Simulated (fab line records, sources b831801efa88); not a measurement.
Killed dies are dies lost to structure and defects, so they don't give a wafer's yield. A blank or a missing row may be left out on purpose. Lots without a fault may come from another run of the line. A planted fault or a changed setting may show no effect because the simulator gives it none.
fab line records | flow sky130
record lots=5 wafers=15 last_day=50
route steps=708 shown METAL3@557 VIA3@573
lots that met no fault: from a run of the same line without faults
start_h: hours from the record's first day to the start of the lot's first wafer shown | wait_h: hours since the lot's step before | " the same as in the row above | L1.1+2: a row that stands for several wafers | - no value, or no start given | * or withheld: withheld | < > ~ a bound
route shown NAME@n: a module of which the file shows steps, and the number in the route of the first | usual: mean/standard deviation of fault-free wafers | same: alike in all rows | chamber/n: place in a boat | sites: the reading at each site | _std_site: their standard deviation | _edge_site: outer sites' mean less inner sites' | radius_mm: how far each site lies from the wafer's centre | mask NAME#n: copy n | behind: the tool/chamber that last shaped the wafer | hold: why the lot was held/for how many hours/how that ended | device: the transistor (n, p or np) that didn't switch | end of line: the same wafers' tests at the end of the route | a step without rows: its recipe alone | killed: dies lost to structure and defects at the first sort, not the wafer's yield | map: a wafer's dies, x killed, . not, _ none there
set.NAME: the setting as run; set.NAME@STEP: as run at that earlier step | model.NAME: the simulator's own value behind a step, which no gauge read
lots at some steps of the route; a table a step, a row a wafer
services: from which hour (start_h, from the record's first day; less than 0 if before it) a tool's chamber was out of use, for how many hours, and why
## steps
# step SKY_METAL3_COAT_07
# recipe resist=BARC temp_c=withheld time_s=withheld spin_rpm=3000 resist_thk_nm=60
# columns lot.wafer tool chamber start_h wait_h
L077.1+2+6 litho_track-04 0 922.08 0.1
L078.1+2+4 litho_track-02 0 930.40 0.1
L080.1+5+6 litho_track-03 0 938.11 0.1
L086.1+2+3 litho_track-03 0 985.56 0.1
L096.3+5+6 litho_track-04 0 1046.63 0.1
# step SKY_METAL3_COAT_08
# recipe resist=KrF-thick spin_rpm=3000 resist_thk_nm=1140
# columns lot.wafer tool chamber start_h wait_h
L077.1+2+6 litho_track-04 0 - -
L078.1+2+4 litho_track-02 0 - -
L080.1+5+6 litho_track-03 0 - -
L086.1+2+3 litho_track-03 0 - -
L096.3+5+6 litho_track-04 0 - -
# step SKY_METAL3_SOFTBAKE_09
# recipe temp_c=100 time_s=90 resist=KrF-thick
# columns lot.wafer tool chamber start_h wait_h
L077.1+2+6 litho_track-04 0 - -
L078.1+2+4 litho_track-02 0 - -
L080.1+5+6 litho_track-03 0 - -
L086.1+2+3 litho_track-03 0 - -
L096.3+5+6 litho_track-04 0 - -
# step SKY_METAL3_EXPOSE_10
# recipe mask_id=MM3 na=0.68 source_shape=annular sigma_inner=0.4 sigma_outer=0.8 target_cd_nm=300 dose_mj=28
# usual exposure_dose_mJ_cm2=28.006/0.025
# columns lot.wafer tool chamber start_h wait_h mask exposure_dose_mJ_cm2
L077.1 krf_scanner-01 0 - - MM3#0 28.038
L077.2 " 0 " " MM3#0 27.993
L077.6 " 0 " " MM3#0 27.968
L078.1 krf_scanner-02 0 - - MM3#0 28.004
L078.2 " 0 " " MM3#0 27.959
L078.4 " 0 " " MM3#0 27.994
L080.1 krf_scanner-01 0 - - MM3#0 27.987
L080.5 " 0 " " MM3#0 27.996
L080.6 " 0 " " MM3#0 28.005
L086.1 krf_scanner-01 0 - - MM3#0 27.997
L086.2 " 0 " " MM3#0 27.998
L086.3 " 0 " " MM3#0 27.980
L096.3 krf_scanner-02 0 - - MM3#0 27.998
L096.5 " 0 " " MM3#0 28.016
L096.6 " 0 " " MM3#0 27.980
# step SKY_METAL3_PEB_11
# recipe peb_temp_c=withheld peb_time_s=withheld resist=KrF-thick
# columns lot.wafer tool chamber start_h wait_h
L077.1+2+6 litho_track-02 0 - -
L078.1+2+4 litho_track-04 0 - -
L080.1+5+6 litho_track-03 0 - -
L086.1+2+3 litho_track-02 0 - -
L096.3+5+6 litho_track-02 0 - -
# step SKY_METAL3_DEVELOP_12
# recipe develop_time_s=60 resist=KrF-thick dev_temp_c=21
# columns lot.wafer tool chamber start_h wait_h
L077.1+2+6 litho_track-02 0 - -
L078.1+2+4 litho_track-04 0 - -
L080.1+5+6 litho_track-03 0 - -
L086.1+2+3 litho_track-02 0 - -
L096.3+5+6 litho_track-02 0 - -
# step SKY_METAL3_CD_MEAS_13
# recipe target_cd_nm=300
# usual cd_nm=300.3/1.4
# columns lot.wafer tool chamber start_h wait_h cd_nm
L077.1 cd_sem-01 - 935.10 - 299.5
L077.2 " - " " 298.7
L077.6 " - " " 297.6
L078.1 cd_sem-01 - 942.93 - 296.6
L078.2 " - " " 296.5
L078.4 " - " " 296.3
L080.1 cd_sem-01 - 950.56 - 302.2
L080.5 " - " " 299.8
L080.6 " - " " 301.9
L086.1 cd_sem-01 - 997.75 - 300.5
L086.2 " - " " 300.6
L086.3 " - " " 301.3
L096.3 cd_sem-02 - 1058.04 - 297.7
L096.5 " - " " 298.8
L096.6 " - " " 297.2
# step SKY_METAL3_OVL_MEAS_14
# usual METAL3_OVL=-1/5
# columns lot.wafer tool chamber start_h wait_h METAL3_OVL[nm]
L077.1 overlay-02 - 935.22 0.1 11
L077.2 " - " " -1
L077.6 " - " " -5
L078.1 overlay-02 - 943.05 0.1 -5
L078.2 " - " " 2
L078.4 " - " " 0
L080.1 overlay-01 - 950.68 0.1 -4
L080.5 " - " " 3
L080.6 " - " " 1
L086.1 overlay-01 - 997.87 0.1 -2
L086.2 " - " " 11
L086.3 " - " " 3
L096.3 overlay-02 - 1058.13 0.1 0
L096.5 " - " " 1
L096.6 " - " " 7
# step SKY_METAL3_DESCUM_15
# recipe chemistry=O2 source_power_w=150 bias_power_w=0 pressure_mtorr=10 temp_c=40 time_s=8
# usual drypump_motor_current_A=5.4/0.45 oes_product_au=1.003/0.011
# columns lot.wafer tool chamber start_h wait_h drypump_motor_current_A oes_product_au rf_hours_counter_h
L077.1 rie_metal-03 0 935.26 0.0 5.8 1.027 15
L077.2 " 1 " " 5.3 1.012 0
L077.6 " 1 " " 5.2 1.006 -
L078.1 rie_metal-03 0 943.09 0.0 5.8 1.010 15
L078.2 " 1 " " 5.2 0.992 1
L078.4 " 1 " " 5.2 1.010 -
L080.1 rie_metal-03 1 950.72 0.0 5.2 1.009 1
L080.5 " 1 " " 5.2 1.002 -
L080.6 " 0 " " 5.8 1.013 -
L086.1 rie_metal-01 1 997.91 0.0 5.1 0.983 13
L086.2 " 0 " " 5.6 1.007 17
L086.3 " 1 " " 5.0 0.993 -
L096.3 rie_metal-01 0 1058.17 0.0 5.6 1.004 -
L096.5 " 0 " " 5.6 1.009 -
L096.6 " 1 " " 5.0 0.990 -
# step SKY_METAL3_ETCH_16
# recipe chemistry=N2/H2 target=BARC ion_energy_ev=200 bias_w=100 pressure_mtorr=30 n2_flow_sccm=100 h2_flow_sccm=200 icp_w=500 stop_on=SiO2 time_s=88.2 target_depth_a=600
# usual drypump_motor_current_A=5.4/0.46 oes_product_au=0.626/0.0047 throttle_valve_pct=13.205/0.0093
# columns lot.wafer tool chamber start_h wait_h drypump_motor_current_A oes_product_au rf_hours_counter_h throttle_valve_pct
L077.1 rie_metal-03 0 935.29 0.0 5.8 0.628 15 13.218
L077.2 " 1 " " 5.2 0.623 0 13.202
L077.6 " 1 " " 5.2 0.624 - 13.219
L078.1 rie_metal-03 0 943.12 0.0 5.8 0.627 15 13.197
L078.2 " 1 " " 5.2 0.630 1 13.216
L078.4 " 1 " " 5.2 0.633 - 13.209
L080.1 rie_metal-03 1 950.75 0.0 5.2 0.627 1 13.208
L080.5 " 1 " " 5.2 0.623 - 13.209
L080.6 " 0 " " 5.8 0.620 - 13.199
L086.1 rie_metal-01 1 997.94 0.0 5.1 0.624 13 13.206
L086.2 " 0 " " 5.6 0.622 17 13.195
L086.3 " 1 " " 5.1 0.626 - 13.213
L096.3 rie_metal-01 0 1058.22 0.0 5.5 0.629 - 13.196
L096.5 " 0 " " 5.6 0.625 - 13.196
L096.6 " 1 " " 5.1 0.634 - 13.186
# step SKY_METAL3_ETCH_17
# recipe target=SiO2 stop_on=TiN chemistry=C4F8/O2/Ar source_w=1500 bias_w=1200 pressure_mtorr=40 c4f8_flow_sccm=withheld O2_flow_sccm=6 Ar_flow_sccm=300 time_s=3.9 target_depth_a=150
# usual oes_product_au=0.754/0.0062
# columns lot.wafer tool chamber start_h wait_h oes_product_au
L077.1 rie_diel-04 1 935.39 0.1 0.754
L077.2 " 2 " " 0.762
L077.6 " 3 " " 0.758
L078.1 rie_diel-03 1 943.22 0.1 0.759
L078.2 " 0 " " 0.749
L078.4 " 3 " " 0.759
L080.1 rie_diel-03 3 950.85 0.1 0.741
L080.5 " 1 " " 0.761
L080.6 " 0 " " 0.750
L086.1 rie_diel-01 1 998.04 0.1 0.752
L086.2 " 3 " " 0.758
L086.3 " 2 " " 0.764
L096.3 rie_diel-01 0 1058.29 0.0 0.752
L096.5 " 3 " " 0.745
L096.6 " 0 " " 0.760
# step SKY_METAL3_METAL_ETCH_18
# recipe target_depth_a=8450 stop_on=SiO2 over_etch_frac=0.3 time_s=183.1 chemistry=Cl2/BCl3 resist_sidewall_deg=88 pressure_mtorr=9.734 icp_w=900 bias_w=48.5 Cl2_flow_sccm=60 bcl3_flow_sccm=30
# usual drypump_motor_current_A=5.4/0.44 oes_product_au=0.867/0.0066 throttle_valve_pct=22.589/0.0086
# columns lot.wafer tool chamber start_h wait_h drypump_motor_current_A oes_product_au rf_hours_counter_h throttle_valve_pct
L077.1 rie_metal-01 1 935.40 0.0 5.1 0.854 10 22.598
L077.2 " 0 " " 5.6 0.870 14 22.582
L077.6 " 0 " " 5.6 0.861 - 22.574
L078.1 rie_metal-02 1 943.24 0.0 4.7 0.871 10 22.604
L078.2 " 0 " " 6.0 0.873 4 22.597
L078.4 " 0 " " 6.0 0.871 - 22.578
L080.1 rie_metal-02 1 950.87 0.0 4.6 0.861 11 22.584
L080.5 " 0 " " 6.0 0.851 - 22.580
L080.6 " 1 " " 4.7 0.870 - 22.580
L086.1 rie_metal-02 0 998.05 0.0 6.0 0.876 7 22.599
L086.2 " 1 " " 4.7 0.878 13 22.583
L086.3 " 1 " " 4.6 0.873 - 22.580
L096.3 rie_metal-03 1 1058.42 0.1 5.2 0.879 - 22.595
L096.5 " 1 " " 5.3 0.877 - 22.593
L096.6 " 1 " " 5.2 0.858 - 22.585
# step SKY_METAL3_STRIP_19
# recipe chemistry=O2/N2 power_w=1400 pressure_mtorr=1500 platen_temp_c=withheld o2_flow_sccm=3000 n2_flow_sccm=300 overash_fraction=0.5
# usual drypump_motor_current_A=5.7/0.39 oes_product_au=0.502/0.0062 strip_time_to_endpoint_s=6.52/0.085
# columns lot.wafer tool chamber start_h wait_h drypump_motor_current_A oes_product_au rf_hours_counter_h strip_time_to_endpoint_s
L077.1 plasma_asher-02 1 935.58 0.1 6.5 0.506 20 6.64
L077.2 " 0 " " 6.0 0.501 20 6.49
L077.6 " 0 " " 6.0 0.510 - 6.55
L078.1 plasma_asher-03 1 943.41 0.1 5.5 0.499 83 6.57
L078.2 " 0 " " 5.3 0.504 83 6.53
L078.4 " 1 " " 5.5 0.503 - 6.51
L080.1 plasma_asher-01 1 951.04 0.1 6.1 0.506 52 6.63
L080.5 " 1 " " 6.1 0.487 - 6.55
L080.6 " 0 " " 5.4 0.508 - 6.60
L086.1 plasma_asher-01 0 998.23 0.1 5.4 0.498 56 6.47
L086.2 " 1 " " 6.1 0.510 56 6.53
L086.3 " 1 " " 6.1 0.503 - 6.57
L096.3 plasma_asher-01 1 1058.69 0.2 6.1 0.506 - 6.58
L096.5 " 1 " " 6.1 0.501 - 6.58
L096.6 " 0 " " 5.4 0.501 - 6.63
# step SKY_METAL3_STRIP_20
# recipe chemistry=post_etch_residue_remover time_s=1200 temp_c=72.5
# columns lot.wafer tool chamber start_h wait_h
L077.1+2+6 wet_bench-03 3 935.68 0.1
L078.1+2+4 wet_bench-01 2 943.51 0.1
L080.1+5+6 wet_bench-03 2 951.14 0.1
L086.1+2+3 wet_bench-01 0 998.33 0.1
L096.3+5+6 wet_bench-02 2 1058.76 0.0
# step SKY_METAL3_CLEAN_21
# recipe chemistry=IPA time_s=180 temp_c=25
# columns lot.wafer tool chamber start_h wait_h
L077.1+2+6 wet_bench-01 1 936.02 0.0
L078.1+2+4 wet_bench-02 2 943.86 0.0
L080.1+5+6 wet_bench-02 3 951.49 0.0
L086.1+2+3 wet_bench-03 1 998.67 0.0
L096.3+5+6 wet_bench-01 1 1059.13 0.0
# step SKY_METAL3_CLEAN_22
# recipe chemistry=O3/DIW dry=n2_spin
# columns lot.wafer tool chamber start_h wait_h
L077.1+2+6 wet_bench-03 3 936.09 0.0
L078.1+2+4 wet_bench-03 2 943.98 0.0
L080.1+5+6 wet_bench-01 3 951.60 0.0
L086.1+2+3 wet_bench-03 0 998.73 0.0
L096.3+5+6 wet_bench-02 2 1059.20 0.0
# step SKY_VIA3_HDPCVD_00
# recipe material=SiO2 target_thk_nm=1635 sigma_open_frac=0.3 time_s=272.5 temp_c=400 sih4_flow_sccm=60 pressure_mtorr=6
# columns lot.wafer tool chamber start_h wait_h
L077.1+2+6 hdpcvd-01 1,2,1 936.18 0.0
L078.1+2+4 hdpcvd-01 0,1,1 944.07 0.0
L080.1+5+6 hdpcvd-01 0,0,2 951.79 0.0
L086.1+2+3 hdpcvd-01 0,1,1 998.82 0.0
L096.3+5+6 hdpcvd-02 2,2,1 1059.30 0.0
# step SKY_VIA3_THK_MEAS_01
# recipe reads=SiO2_of_VIA3_HDPCVD_00
# usual VIA3_HDPCVD_THK=1630/15
# columns lot.wafer tool chamber start_h wait_h VIA3_HDPCVD_THK[nm]
L077.1 film_metro-03 - 936.35 0.1 1625
L077.2 " - " " 1618
L077.6 " - " " 1621
L078.1 film_metro-02 - 944.24 0.1 1628
L078.2 " - " " 1625
L078.4 " - " " 1636
L080.1 film_metro-03 - 951.95 0.1 1648
L080.5 " - " " 1642
L080.6 " - " " 1647
L086.1 film_metro-02 - 999.08 0.2 1648
L086.2 " - " " 1653
L086.3 " - " " 1627
L096.3 film_metro-01 - 1059.49 0.1 1618
L096.5 " - " " 1622
L096.6 " - " " 1640
# step SKY_VIA3_CMP_02
# recipe material=SiO2 down_force_psi=4 platen_rpm=60 pad_velocity_m_s=0.94248
# usual motor_current_A=11.8/1.8 platen_rpm=60.00/0.042
# columns lot.wafer tool chamber start_h wait_h motor_current_A platen_rpm
L077.2 cmp-02 0 936.51 0.1 14.6 59.95
L077.1 " 1 " " 15.3 60.03
L077.6 " 2 " " 10.8 59.99
L078.2 cmp-02 2 944.30 0.0 10.7 59.95
L078.1 " 3 " " 9.9 60.02
L078.4 " 1 " " 14.9 59.93
L080.1 cmp-01 1 952.06 0.1 12.0 59.99
L080.6 " 0 " " 12.1 60.07
L080.5 " 1 " " 11.9 59.98
L086.2 cmp-02 2 999.19 0.1 11.0 60.00
L086.3 " 3 " " 10.1 60.03
L086.1 " 0 " " 14.0 60.04
L096.3 cmp-01 2 1060.06 0.6 9.6 60.06
L096.5 " 3 " " 9.9 59.99
L096.6 " 0 " " 12.2 60.04
# step SKY_VIA3_BOW_MEAS_03
# recipe mode=bow
# usual VIA3_BOW=79/9.2
# columns lot.wafer tool chamber start_h wait_h VIA3_BOW[um]
L077.1 film_metro-03 - 936.71 0.1 67
L077.2 " - " " 70
L077.6 " - " " 71
L078.1 film_metro-03 - 944.60 0.2 79
L078.2 " - " " 78
L078.4 " - " " 78
L080.1 film_metro-02 - 952.31 0.2 99
L080.5 " - " " 75
L080.6 " - " " 79
L086.1 film_metro-03 - 999.44 0.1 81
L086.2 " - " " 65
L086.3 " - " " 80
L096.3 film_metro-03 - 1060.25 0.1 86
L096.5 " - " " 91
L096.6 " - " " 98
# step SKY_VIA3_DEHYDRATE_04
# recipe temp_c=200 time_s=60
# columns lot.wafer tool chamber start_h wait_h
L077.1+2+6 litho_track-01 0 948.53 11.8
L078.1+2+4 litho_track-04 0 955.93 11.3
L080.1+5+6 litho_track-01 0 963.88 11.5
L086.1+2+3 litho_track-02 0 1010.50 11.0
L096.3+5+6 litho_track-02 0 1069.50 9.2
# step SKY_VIA3_HMDS_05
# recipe prime_time_s=60 prime_temp_c=119.4
# columns lot.wafer tool chamber start_h wait_h
L077.1+2+6 litho_track-01 0 948.68 0.1
L078.1+2+4 litho_track-04 0 956.08 0.1
L080.1+5+6 litho_track-01 0 964.03 0.1
L086.1+2+3 litho_track-02 0 1010.65 0.1
L096.3+5+6 litho_track-02 0 1069.65 0.1
# step SKY_VIA3_COAT_06
# recipe resist=BARC temp_c=withheld time_s=withheld spin_rpm=3000 resist_thk_nm=60
# columns lot.wafer tool chamber start_h wait_h
L077.1+2+6 litho_track-01 0 948.83 0.1
L078.1+2+4 litho_track-04 0 956.23 0.1
L080.1+5+6 litho_track-01 0 964.18 0.1
L086.1+2+3 litho_track-02 0 1010.80 0.1
L096.3+5+6 litho_track-02 0 1069.80 0.1
# step SKY_VIA3_COAT_07
# recipe resist=KrF-thick spin_rpm=3000 resist_thk_nm=450
# columns lot.wafer tool chamber start_h wait_h
L077.1+2+6 litho_track-01 0 - -
L078.1+2+4 litho_track-04 0 - -
L080.1+5+6 litho_track-01 0 - -
L086.1+2+3 litho_track-02 0 - -
L096.3+5+6 litho_track-02 0 - -
# step SKY_VIA3_SOFTBAKE_08
# recipe temp_c=100 time_s=90 resist=KrF-thick
# columns lot.wafer tool chamber start_h wait_h
L077.1+2+6 litho_track-01 0 - -
L078.1+2+4 litho_track-04 0 - -
L080.1+5+6 litho_track-01 0 - -
L086.1+2+3 litho_track-02 0 - -
L096.3+5+6 litho_track-02 0 - -
# step SKY_VIA3_EXPOSE_09
# recipe mask_id=VIM3 na=0.8 source_shape=annular sigma_inner=0.55 sigma_outer=0.85 target_cd_nm=200 dose_mj=38
# usual exposure_dose_mJ_cm2=38.00/0.04
# columns lot.wafer tool chamber start_h wait_h mask exposure_dose_mJ_cm2
L077.1 krf_scanner-02 0 - - VIM3#0 38.02
L077.2 " 0 " " VIM3#0 38.01
L077.6 " 0 " " VIM3#0 38.02
L078.1 krf_scanner-02 0 - - VIM3#0 37.97
L078.2 " 0 " " VIM3#0 37.97
L078.4 " 0 " " VIM3#0 37.95
L080.1 krf_scanner-01 0 - - VIM3#0 38.09
L080.5 " 0 " " VIM3#0 38.04
L080.6 " 0 " " VIM3#0 38.09
L086.1 krf_scanner-02 0 - - VIM3#0 38.01
L086.2 " 0 " " VIM3#0 38.00
L086.3 " 0 " " VIM3#0 37.96
L096.3 krf_scanner-01 0 - - VIM3#0 37.95
L096.5 " 0 " " VIM3#0 37.99
L096.6 " 0 " " VIM3#0 37.99
# step SKY_VIA3_PEB_10
# recipe peb_temp_c=withheld peb_time_s=withheld resist=KrF-thick
# columns lot.wafer tool chamber start_h wait_h
L077.1+2+6 litho_track-01 0 - -
L078.1+2+4 litho_track-01 0 - -
L080.1+5+6 litho_track-01 0 - -
L086.1+2+3 litho_track-04 0 - -
L096.3+5+6 litho_track-02 0 - -
# step SKY_VIA3_DEVELOP_11
# recipe develop_time_s=60 resist=KrF-thick dev_temp_c=21
# columns lot.wafer tool chamber start_h wait_h
L077.1+2+6 litho_track-01 0 - -
L078.1+2+4 litho_track-01 0 - -
L080.1+5+6 litho_track-01 0 - -
L086.1+2+3 litho_track-04 0 - -
L096.3+5+6 litho_track-02 0 - -
# step SKY_VIA3_CD_MEAS_12
# recipe target_cd_nm=200
# usual cd_nm=199.9/1.4
# columns lot.wafer tool chamber start_h wait_h cd_nm
L077.1 cd_sem-02 - 961.43 - 199.6
L077.2 " - " " 198.9
L077.6 " - " " 199.9
L078.1 cd_sem-02 - 968.33 - 197.8
L078.2 " - " " 198.0
L078.4 " - " " 197.6
L080.1 cd_sem-02 - 976.18 - 201.0
L080.5 " - " " 200.6
L080.6 " - " " 200.7
L086.1 cd_sem-02 - 1022.38 - 199.1
L086.2 " - " " 198.7
L086.3 " - " " 198.6
L096.3 cd_sem-02 - 1081.09 - 200.4
L096.5 " - " " 199.2
L096.6 " - " " 199.3
# step SKY_VIA3_OVL_MEAS_13
# usual VIA3_OVL=-3/5.4
# columns lot.wafer tool chamber start_h wait_h VIA3_OVL[nm]
L077.1 overlay-02 - 961.55 0.1 -3
L077.2 " - " " -3
L077.6 " - " " -5
L078.1 overlay-01 - 968.45 0.1 -11
L078.2 " - " " -7
L078.4 " - " " -9
L080.1 overlay-02 - 976.30 0.1 0
L080.5 " - " " -5
L080.6 " - " " -5
L086.1 overlay-02 - 1022.50 0.1 -9
L086.2 " - " " -9
L086.3 " - " " -10
L096.3 overlay-01 - 1081.18 0.1 -4
L096.5 " - " " -6
L096.6 " - " " 0
# step SKY_VIA3_ETCH_14
# recipe chemistry=N2/H2 target=BARC ion_energy_ev=200 source_w=500 bias_w=100 pressure_mtorr=30 n2_flow_sccm=100 h2_flow_sccm=200 stop_on=SiO2 time_s=45.9 target_depth_a=600
# usual drypump_motor_current_A=5.7/0.47 oes_product_au=0.854/0.0044 throttle_valve_pct=13.225/0.0098
# columns lot.wafer tool chamber start_h wait_h drypump_motor_current_A oes_product_au rf_hours_counter_h throttle_valve_pct
L077.1 rie_diel-03 2 961.59 0.0 5.2 0.858 3 13.238
L077.2 " 1 " " 6.0 0.855 18 13.239
L077.6 " 1 " " 6.0 0.858 - 13.217
L078.1 rie_diel-03 3 968.49 0.0 6.1 0.853 11 13.219
L078.2 " 0 " " 5.0 0.854 12 13.239
L078.4 " 2 " " 5.2 0.857 3 13.210
L080.1 rie_diel-04 1 976.34 0.0 5.8 0.853 19 13.216
L080.5 " 3 " " 5.9 0.849 - 13.228
L080.6 " 2 " " 6.6 0.850 - 13.222
L086.1 rie_diel-04 2 1022.54 0.0 6.5 0.852 13 13.204
L086.2 " 0 " " 6.0 0.851 26 13.233
L086.3 " 1 " " 5.8 0.856 20 13.226
L096.3 rie_diel-03 0 1081.21 0.0 5.0 0.858 16 13.228
L096.5 " 0 " " 5.0 0.848 - 13.207
L096.6 " 2 " " 5.2 0.848 - 13.222
# step SKY_VIA3_ETCH_15
# recipe target=SiO2 chemistry=C4F8/O2/Ar target_depth_nm=507 stop_on=TiN mask_material=KrF-thick source_w=1500 bias_w=1200 pressure_mtorr=40 c4f8_flow_sccm=withheld O2_flow_sccm=6 Ar_flow_sccm=300 time_s=78
# usual oes_product_au=0.946/0.0042
# columns lot.wafer tool chamber start_h wait_h oes_product_au rf_hours_counter_h
L077.1 rie_diel-03 2 961.63 0.0 0.946 3
L077.2 " 1 " " 0.951 18
L077.6 " 1 " " 0.942 -
L078.1 rie_diel-03 3 968.53 0.0 0.942 11
L078.2 " 0 " " 0.949 12
L078.4 " 2 " " 0.943 3
L080.1 rie_diel-04 1 976.38 0.0 0.940 19
L080.5 " 3 " " 0.948 -
L080.6 " 2 " " 0.945 -
L086.1 rie_diel-04 2 1022.58 0.0 0.945 13
L086.2 " 0 " " 0.945 26
L086.3 " 1 " " 0.949 20
L096.3 rie_diel-03 0 1081.25 0.0 0.948 16
L096.5 " 0 " " 0.947 -
L096.6 " 2 " " 0.947 -
# step SKY_VIA3_STRIP_16
# recipe chemistry=O2/N2 power_w=1400 pressure_mtorr=1500 platen_temp_c=withheld o2_flow_sccm=3000 n2_flow_sccm=300 overash_fraction=0.5
# usual drypump_motor_current_A=5.6/0.39 oes_product_au=0.402/0.0045 strip_time_to_endpoint_s=4.129/0.026
# columns lot.wafer tool chamber start_h wait_h drypump_motor_current_A oes_product_au rf_hours_counter_h strip_time_to_endpoint_s
L077.1 plasma_asher-03 0 961.69 0.0 5.3 0.396 85 4.148
L077.2 " 1 " " 5.5 0.406 85 4.110
L077.6 " 1 " " 5.5 0.405 - 4.118
L078.1 plasma_asher-04 1 968.59 0.0 6.3 0.404 118 4.154
L078.2 " 0 " " 5.2 0.401 118 4.119
L078.4 " 0 " " 5.1 0.404 - 4.134
L080.1 plasma_asher-01 0 976.44 0.0 5.4 0.411 54 4.128
L080.5 " 0 " " 5.4 0.400 - 4.095
L080.6 " 1 " " 6.1 0.405 - 4.147
L086.1 plasma_asher-03 1 1022.64 0.0 5.5 0.394 91 4.131
L086.2 " 0 " " 5.3 0.395 91 4.116
L086.3 " 1 " " 5.6 0.395 - 4.135
L096.3 plasma_asher-01 1 1081.34 0.1 6.1 0.400 - 4.091
L096.5 " 1 " " 6.1 0.404 - 4.081
L096.6 " 0 " " 5.4 0.396 - 4.137
# step SKY_VIA3_STRIP_17
# recipe chemistry=post_etch_residue_remover time_s=1200 temp_c=72.5
# columns lot.wafer tool chamber start_h wait_h
L077.1+2+6 wet_bench-01 2 961.79 0.1
L078.1+2+4 wet_bench-03 1 968.69 0.1
L080.1+5+6 wet_bench-04 2 976.54 0.1
L086.1+2+3 wet_bench-01 0 1022.74 0.1
L096.3+5+6 wet_bench-01 1 1081.41 0.0
# step SKY_VIA3_CLEAN_18
# recipe chemistry=IPA time_s=180 temp_c=25
# columns lot.wafer tool chamber start_h wait_h
L077.1+2+6 wet_bench-04 2 962.13 0.0
L078.1+2+4 wet_bench-01 1 969.03 0.0
L080.1+5+6 wet_bench-01 0 976.95 0.0
L086.1+2+3 wet_bench-03 0 1023.08 0.0
L096.3+5+6 wet_bench-03 2 1081.75 0.0
# step SKY_VIA3_CLEAN_19
# recipe chemistry=O3/DIW dry=n2_spin
# columns lot.wafer tool chamber start_h wait_h
L077.1+2+6 wet_bench-01 1 962.19 0.0
L078.1+2+4 wet_bench-04 1 969.09 0.0
L080.1+5+6 wet_bench-03 2 977.00 0.0
L086.1+2+3 wet_bench-01 1 1023.14 0.0
L096.3+5+6 wet_bench-01 3 1081.82 0.0
# step SKY_VIA3_SPUTTER_20
# recipe material=TiN target_thk_nm=20 chamber_pressure_pa=5 power_w=4000 time_s=80
# usual throttle_valve_pct=29.9/0.89
# columns lot.wafer tool chamber start_h wait_h throttle_valve_pct
L077.1 pvd_sputter-01 - 962.28 0.0 30.6
L077.2 " - " " 30.8
L077.6 " - " " 30.6
L078.1 pvd_sputter-04 - 969.19 0.0 31.3
L078.2 " - " " 32.3
L078.4 " - " " 28.6
L080.1 pvd_sputter-02 - 977.10 0.0 29.4
L080.5 " - " " 30.1
L080.6 " - " " 29.3
L086.1 pvd_sputter-04 - 1023.24 0.0 31.3
L086.2 " - " " 30.5
L086.3 " - " " 28.4
L096.3 pvd_sputter-02 - 1081.91 0.0 29.3
L096.5 " - " " 30.0
L096.6 " - " " 29.8
# step SKY_VIA3_CVD_21
# recipe material=W target_thk_nm=390 time_s=117.31 temp_c=400 pressure_torr=40
# usual heater_power_outer_w=542/66 heater_power_w=866/92
# columns lot.wafer tool chamber start_h wait_h heater_power_outer_w heater_power_w since_wet_clean_h
L077.1 cvd_w-02 1 962.34 0.0 439 708 44
L077.2 " 0 " " 607 872 44
L077.6 " 0 " " 599 878 -
L078.1 cvd_w-01 0 969.26 0.0 536 928 565
L078.2 " 1 " " 586 894 565
L078.4 " 1 " " 585 928 -
L080.1 cvd_w-01 0 977.16 0.0 533 956 573
L080.5 " 1 " " 575 923 -
L080.6 " 0 " " 537 928 -
L086.1 cvd_w-01 1 1023.30 0.0 582 918 619
L086.2 " 0 " " 531 955 619
L086.3 " 0 " " 521 956 -
L096.3 cvd_w-02 0 1082.01 0.1 607 908 -
L096.5 " 0 " " 616 895 -
L096.6 " 1 " " 448 705 -
# step SKY_VIA3_RS_MEAS_22
# recipe thk_meas_gauge=four-point-probe reads=W_of_VIA3_CVD_21+TiN_of_VIA3_SPUTTER_20
# usual VIA3_W_RS=0.293/0.003
# columns lot.wafer tool chamber start_h wait_h VIA3_W_RS[ohm/sq]
L077.1 film_metro-01 - 962.46 0.1 0.294
L077.2 " - " " 0.291
L077.6 " - " " 0.291
L078.1 film_metro-02 - 969.38 0.1 0.290
L078.2 " - " " 0.294
L078.4 " - " " 0.297
L080.1 film_metro-03 - 977.28 0.1 0.289
L080.5 " - " " 0.295
L080.6 " - " " 0.289
L086.1 film_metro-02 - 1023.42 0.1 0.297
L086.2 " - " " 0.291
L086.3 " - " " 0.294
L096.3 film_metro-02 - 1082.14 0.1 0.294
L096.5 " - " " 0.292
L096.6 " - " " 0.293
# step SKY_VIA3_THK_MEAS_23
# recipe thk_meas_gauge=xrf reads=W_of_VIA3_CVD_21
# usual VIA3_W_THK=377/4.7
# columns lot.wafer tool chamber start_h wait_h VIA3_W_THK[nm]
L077.1 film_metro-01 - 962.58 0.1 372
L077.2 " - " " 377
L077.6 " - " " 376
L078.1 film_metro-02 - 969.50 0.1 380
L078.2 " - " " 374
L078.4 " - " " 371
L080.1 film_metro-03 - 977.40 0.1 381
L080.5 " - " " 375
L080.6 " - " " 384
L086.1 film_metro-02 - 1023.54 0.1 374
L086.2 " - " " 383
L086.3 " - " " 379
L096.3 film_metro-02 - 1082.24 0.1 377
L096.5 " - " " 380
L096.6 " - " " 377
## services
# columns tool chamber start_h hours kind
wet_bench-01 - 906.07 1.5 repair
rie_diel-03 - 907.36 2.8 pm
krf_scanner-01 - 911.96 1.0 pm
rie_diel-03 - 916.64 0.3 repair
krf_scanner-02 - 931.74 4.4 pm
krf_scanner-01 - 936.14 0.8 pm
krf_scanner-02 - 941.10 0.8 pm
krf_scanner-02 - 941.85 6.2 repair
rie_diel-03 1 953.66 2.6 repair
krf_scanner-02 - 955.70 1.0 pm
krf_scanner-02 - 962.47 3.6 pm
rie_diel-03 1 977.87 9.7 repair
krf_scanner-01 - 990.53 1.3 pm
rie_diel-03 3 991.82 18.7 repair
plasma_asher-01 - 995.40 2.4 repair
wet_bench-03 - 1000.21 0.7 repair
rie_diel-03 - 1018.89 0.9 repair
krf_scanner-02 - 1025.06 1.3 pm
krf_scanner-01 - 1033.26 0.2 repair
rie_diel-04 0 1036.17 30.6 repair
plasma_asher-01 - 1053.19 1.4 repair
rie_diel-04 2 1056.32 3.3 repair
wet_bench-03 - 1065.88 2.9 repair
rie_diel-03 3 1079.84 2.9 repair
## key
fault none
